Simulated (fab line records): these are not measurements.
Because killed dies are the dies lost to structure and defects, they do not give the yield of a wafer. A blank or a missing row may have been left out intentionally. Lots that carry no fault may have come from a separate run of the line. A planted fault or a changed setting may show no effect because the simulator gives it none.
Which tool was responsible? || flow gf180mcu || 13 lots, 39 wafers sampled, at 5 steps of a route of 602

== WHAT THE GAUGES SHOWED, per wafer ==
GF_STI_THK_MEAS_24.
{"lot": "L245", "measured": "day 2 04:50", "on": "film-metro-04", "STI_CVD_23_THK (nm)": "641 646 632"}
{"lot": "L248", "measured": "day 2 20:08", "on": "film-metro-02", "STI_CVD_23_THK (nm)": "658 649 641"}
{"lot": "L249", "measured": "day 3 01:31", "on": "film-metro-04", "STI_CVD_23_THK (nm)": "646 643 647"}
{"lot": "L250", "measured": "day 3 06:59", "on": "film-metro-03", "STI_CVD_23_THK (nm)": "643 642 647"}
{"lot": "L251", "measured": "day 3 13:49", "on": "film-metro-04", "STI_CVD_23_THK (nm)": "646 636 637"}
{"lot": "L252", "measured": "day 3 16:20", "on": "film-metro-02", "STI_CVD_23_THK (nm)": "644 652 636"}
{"lot": "L253", "measured": "day 3 20:41", "on": "film-metro-03", "STI_CVD_23_THK (nm)": "651 652 657"}
{"lot": "L254", "measured": "day 4 00:22", "on": "film-metro-04", "STI_CVD_23_THK (nm)": "643 651 636"}
{"lot": "L257", "measured": "day 4 15:47", "on": "film-metro-03", "STI_CVD_23_THK (nm)": "659 646 650"}
{"lot": "L258", "measured": "day 4 20:58", "on": "film-metro-02", "STI_CVD_23_THK (nm)": "658 651 657"}
{"lot": "L259", "measured": "day 5 04:13", "on": "film-metro-02", "STI_CVD_23_THK (nm)": "643 651 648"}
{"lot": "L261", "measured": "day 5 13:51", "on": "film-metro-02", "STI_CVD_23_THK (nm)": "655 655 657"}
{"lot": "L267", "measured": "day 6 20:49", "on": "film-metro-02", "STI_CVD_23_THK (nm)": "641 634 639"}

GF_MVPSD_TW_MEAS_11.
{"lot": "L245", "measured": "day 4 23:40", "on": "film-metro-02", "MVPSD_TW": "556 557 552"}
{"lot": "L248", "measured": "day 5 19:16", "on": "film-metro-03", "MVPSD_TW": "543 543 543"}
{"lot": "L249", "measured": "day 6 00:37", "on": "film-metro-03", "MVPSD_TW": "538 541 536"}
{"lot": "L250", "measured": "day 6 09:32", "on": "film-metro-02", "MVPSD_TW": "557 562 559"}
{"lot": "L251", "measured": "day 6 15:43", "on": "film-metro-02", "MVPSD_TW": "556 556 560"}
{"lot": "L252", "measured": "day 6 19:33", "on": "film-metro-02", "MVPSD_TW": "561 559 557"}
{"lot": "L253", "measured": "day 6 22:50", "on": "film-metro-03", "MVPSD_TW": "540 539 538"}
{"lot": "L254", "measured": "day 7 04:07", "on": "film-metro-01", "MVPSD_TW": "559 556 559"}
{"lot": "L257", "measured": "day 8 00:28", "on": "film-metro-03", "MVPSD_TW": "540 540 539"}
{"lot": "L258", "measured": "day 8 04:20", "on": "film-metro-03", "MVPSD_TW": "540 540 542"}
{"lot": "L259", "measured": "day 8 14:29", "on": "film-metro-02", "MVPSD_TW": "560 558 556"}
{"lot": "L261", "measured": "day 9 01:52", "on": "film-metro-03", "MVPSD_TW": "543 540 541"}
{"lot": "L267", "measured": "day 10 18:07", "on": "film-metro-03", "MVPSD_TW": "542 540 544"}

GF_VT_IMPLANT_TW_MEAS_32.
{"lot": "L245", "measured": "day 6 20:26", "on": "film-metro-01", "VT_IMPLANT_3_TW": "269.4 269.1 271.0"}
{"lot": "L248", "measured": "day 7 18:36", "on": "film-metro-02", "VT_IMPLANT_3_TW": "268.4 269.2 267.8"}
{"lot": "L249", "measured": "day 8 01:14", "on": "film-metro-02", "VT_IMPLANT_3_TW": "271.0 270.7 269.5"}
{"lot": "L250", "measured": "day 8 10:45", "on": "film-metro-01", "VT_IMPLANT_3_TW": "268.8 268.7 269.9"}
{"lot": "L251", "measured": "day 8 17:55", "on": "film-metro-02", "VT_IMPLANT_3_TW": "271.4 270.7 271.2"}
{"lot": "L252", "measured": "day 8 22:54", "on": "film-metro-04", "VT_IMPLANT_3_TW": "266.9 267.2 266.5"}
{"lot": "L253", "measured": "day 9 02:38", "on": "film-metro-02", "VT_IMPLANT_3_TW": "269.0 270.3 269.5"}
{"lot": "L254", "measured": "day 9 09:07", "on": "film-metro-01", "VT_IMPLANT_3_TW": "269.4 271.0 271.8"}
{"lot": "L257", "measured": "day 10 08:08", "on": "film-metro-01", "VT_IMPLANT_3_TW": "244.4 244.9 244.0"}
{"lot": "L258", "measured": "day 10 12:42", "on": "film-metro-04", "VT_IMPLANT_3_TW": "267.8 264.9 266.4"}
{"lot": "L259", "measured": "day 11 00:19", "on": "film-metro-01", "VT_IMPLANT_3_TW": "270.5 270.7 271.7"}
{"lot": "L261", "measured": "day 11 11:48", "on": "film-metro-02", "VT_IMPLANT_3_TW": "243.7 245.0 242.9"}
{"lot": "L267", "measured": "day 13 04:00", "on": "film-metro-04", "VT_IMPLANT_3_TW": "266.0 265.1 265.7"}

== WHAT TOOL EACH LOT RAN ON (gives the tool, then ch and the chambers of the sampled wafers, and finally the start) ==
{"lot": "L245", "GF_VT_IMPLANT_STRIP_20": "plasma-asher-01 ch 0, day 6 04:36", "GF_VT_IMPLANT_IMPLANT_30": "implanter-01 ch 0, day 6 20:11"}
{"lot": "L248", "GF_VT_IMPLANT_STRIP_20": "plasma-asher-04 ch 0,1, day 7 01:56", "GF_VT_IMPLANT_IMPLANT_30": "implanter-04 ch 0, day 7 18:21"}
{"lot": "L249", "GF_VT_IMPLANT_STRIP_20": "plasma-asher-02 ch 0,1, day 7 08:32", "GF_VT_IMPLANT_IMPLANT_30": "implanter-01 ch 0, day 8 00:59"}
{"lot": "L250", "GF_VT_IMPLANT_STRIP_20": "plasma-asher-01 ch 0,1, day 7 17:26", "GF_VT_IMPLANT_IMPLANT_30": "implanter-04 ch 0, day 8 10:30"}
{"lot": "L251", "GF_VT_IMPLANT_STRIP_20": "plasma-asher-04 ch 0,1, day 8 00:32", "GF_VT_IMPLANT_IMPLANT_30": "implanter-03 ch 0, day 8 17:42"}
{"lot": "L252", "GF_VT_IMPLANT_STRIP_20": "plasma-asher-04 ch 0,1, day 8 04:23", "GF_VT_IMPLANT_IMPLANT_30": "implanter-04 ch 0, day 8 22:40"}
{"lot": "L253", "GF_VT_IMPLANT_STRIP_20": "plasma-asher-04 ch 1, day 8 08:14", "GF_VT_IMPLANT_IMPLANT_30": "implanter-01 ch 0, day 9 02:23"}
{"lot": "L254", "GF_VT_IMPLANT_STRIP_20": "plasma-asher-01 ch 0,1, day 8 14:05", "GF_VT_IMPLANT_IMPLANT_30": "implanter-01 ch 0, day 9 08:54"}
{"lot": "L257", "GF_VT_IMPLANT_STRIP_20": "plasma-asher-02 ch 0,1, day 9 12:32", "GF_VT_IMPLANT_IMPLANT_30": "implanter-01 ch 0, day 10 07:53"}
{"lot": "L258", "GF_VT_IMPLANT_STRIP_20": "plasma-asher-02 ch 0,1, day 9 17:08", "GF_VT_IMPLANT_IMPLANT_30": "implanter-03 ch 0, day 10 12:28"}
{"lot": "L259", "GF_VT_IMPLANT_STRIP_20": "plasma-asher-01 ch 0,1, day 10 04:23", "GF_VT_IMPLANT_IMPLANT_30": "implanter-04 ch 0, day 11 00:05"}
{"lot": "L261", "GF_VT_IMPLANT_STRIP_20": "plasma-asher-02 ch 0,1, day 10 16:05", "GF_VT_IMPLANT_IMPLANT_30": "implanter-01 ch 0, day 11 11:35"}
{"lot": "L267", "GF_VT_IMPLANT_STRIP_20": "plasma-asher-04 ch 0,1, day 12 08:09", "GF_VT_IMPLANT_IMPLANT_30": "implanter-03 ch 0, day 13 03:45"}
- GF_VT_IMPLANT_STRIP_20: strips in O2/N2.
- GF_VT_IMPLANT_IMPLANT_30

== AS READ BY THE TOOLS THEMSELVES (means over the sampled wafers that have a number; for cases with no such wafer, the mark the record gives instead) ==
GF_VT_IMPLANT_STRIP_20.
{"lot": "L245", "tool": "plasma-asher-01", "drypump-motor-current-A (A)": 5.2, "heater-power-w (W)": 319, "oes-product-au (a.u.)": 0.716, "strip-time-to-endpoint-s (s)": 12.66}
{"lot": "L248", "tool": "plasma-asher-04", "drypump-motor-current-A (A)": 5.6, "heater-power-w (W)": 331, "oes-product-au (a.u.)": 0.719, "strip-time-to-endpoint-s (s)": 12.61}
{"lot": "L249", "tool": "plasma-asher-02", "drypump-motor-current-A (A)": 6.1, "heater-power-w (W)": 339, "oes-product-au (a.u.)": 0.718, "strip-time-to-endpoint-s (s)": 12.59}
{"lot": "L250", "tool": "plasma-asher-01", "drypump-motor-current-A (A)": 5.4, "heater-power-w (W)": 327, "oes-product-au (a.u.)": 0.720, "strip-time-to-endpoint-s (s)": 12.64}
{"lot": "L251", "tool": "plasma-asher-04", "drypump-motor-current-A (A)": 5.2, "heater-power-w (W)": 359, "oes-product-au (a.u.)": 0.716, "strip-time-to-endpoint-s (s)": 12.67}
{"lot": "L252", "tool": "plasma-asher-04", "drypump-motor-current-A (A)": 5.2, "heater-power-w (W)": 353, "oes-product-au (a.u.)": 0.715, "strip-time-to-endpoint-s (s)": 12.61}
{"lot": "L253", "tool": "plasma-asher-04", "drypump-motor-current-A (A)": 5.9, "heater-power-w (W)": 301, "oes-product-au (a.u.)": 0.719, "strip-time-to-endpoint-s (s)": 12.59}
{"lot": "L254", "tool": "plasma-asher-01", "drypump-motor-current-A (A)": 5.4, "heater-power-w (W)": 326, "oes-product-au (a.u.)": 0.715, "strip-time-to-endpoint-s (s)": 12.63}
{"lot": "L257", "tool": "plasma-asher-02", "drypump-motor-current-A (A)": 5.9, "heater-power-w (W)": 382, "oes-product-au (a.u.)": 0.711, "strip-time-to-endpoint-s (s)": 12.56}
{"lot": "L258", "tool": "plasma-asher-02", "drypump-motor-current-A (A)": 5.9, "heater-power-w (W)": 387, "oes-product-au (a.u.)": 0.717, "strip-time-to-endpoint-s (s)": 12.67}
{"lot": "L259", "tool": "plasma-asher-01", "drypump-motor-current-A (A)": 5.5, "heater-power-w (W)": 334, "oes-product-au (a.u.)": 0.714, "strip-time-to-endpoint-s (s)": 12.66}
{"lot": "L261", "tool": "plasma-asher-02", "drypump-motor-current-A (A)": 5.9, "heater-power-w (W)": 378, "oes-product-au (a.u.)": 0.715, "strip-time-to-endpoint-s (s)": 12.58}
{"lot": "L267", "tool": "plasma-asher-04", "drypump-motor-current-A (A)": 5.3, "heater-power-w (W)": 361, "oes-product-au (a.u.)": 0.717, "strip-time-to-endpoint-s (s)": 12.63}

GF_VT_IMPLANT_IMPLANT_30.
{"lot": "L245", "tool": "implanter-01", "dose-ions-cm2": 2.5319e+12, "faraday-current-uA": 14.19}
{"lot": "L248", "tool": "implanter-04", "dose-ions-cm2": 2.5322e+12, "faraday-current-uA": 14.20}
{"lot": "L249", "tool": "implanter-01", "dose-ions-cm2": 2.5343e+12, "faraday-current-uA": 14.53}
{"lot": "L250", "tool": "implanter-04", "dose-ions-cm2": 2.5332e+12, "faraday-current-uA": 14.17}
{"lot": "L251", "tool": "implanter-03", "dose-ions-cm2": 2.5318e+12, "faraday-current-uA": 13.93}
{"lot": "L252", "tool": "implanter-04", "dose-ions-cm2": 2.5315e+12, "faraday-current-uA": 14.18}
{"lot": "L253", "tool": "implanter-01", "dose-ions-cm2": 2.5331e+12, "faraday-current-uA": 14.72}
{"lot": "L254", "tool": "implanter-01", "dose-ions-cm2": 2.5313e+12, "faraday-current-uA": 14.26}
{"lot": "L257", "tool": "implanter-01", "dose-ions-cm2": 1.7935e+12, "faraday-current-uA": 10.13}
{"lot": "L258", "tool": "implanter-03", "dose-ions-cm2": 2.5361e+12, "faraday-current-uA": 14.32}
{"lot": "L259", "tool": "implanter-04", "dose-ions-cm2": 2.5308e+12, "faraday-current-uA": 14.14}
{"lot": "L261", "tool": "implanter-01", "dose-ions-cm2": 1.7897e+12, "faraday-current-uA": 10.14}
{"lot": "L267", "tool": "implanter-03", "dose-ions-cm2": 2.5355e+12, "faraday-current-uA": 14.29}

== THE ANSWER, worked out from the rows above alone ==
Rule: usual is defined by the lots themselves. Put in order of their means at a reading, lots are off if they are a third of the lots or fewer, leave a main group of 4 or more, and stand apart from it by a gap of 3 or more times the standard deviation of the main group's means; of several such gaps the widest counts. The tables above print the reading to a certain number of digits; a main group whose means all agree to those digits is not used. A lot without any number at a reading at which 4 lots or more have one is off too. Where the step has rows for the other lots, those lots are counted as sound. The gauges are gone through in route order, then the tools' own readings, and for those a lot's mean is taken as printed above. At the first step where some lot is off, the reading lying furthest off is the one used; lots without a number count as furthest.
Off: at GF_VT_IMPLANT_TW_MEAS_32 (VT_IMPLANT_3_TW), L257, L261. The main group has a mean of 269.0 with a standard deviation of 1.8.
A tool fits if, at a process step before that reading, it ran every lot that is off, and no sound lot after the first of them. The gauges at GF_VT_IMPLANT_TW_MEAS_32 aren't tried: what is off there is off at GF_VT_IMPLANT_IMPLANT_30 too, on other tools, and a gauge's error can't cause that. One fits: GF_VT_IMPLANT_IMPLANT_30 on implanter-01. A fault onset in the window from L254 (day 9 08:54, its last sound lot) to L257 (day 10 07:53, its first lot off) fits.
The tool's own readings at GF_VT_IMPLANT_IMPLANT_30 bear it out: on the lots that are off they differ by more than 5 times the standard deviation of the sound lots' means. dose-ions-cm2 reads 1.7916e+12 there against 2.5329e+12 on the sound lots; faraday-current-uA reads 10.14 there against 14.27 on the sound lots.

== WHAT THE SIMULATOR HAD INSERTED ==
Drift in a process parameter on implanter-01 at GF_VT_IMPLANT_IMPLANT_30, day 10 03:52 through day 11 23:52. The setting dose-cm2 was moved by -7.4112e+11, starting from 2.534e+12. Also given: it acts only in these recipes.
Struck lots among those shown: L257, L261. The rule given above showed the same thing.
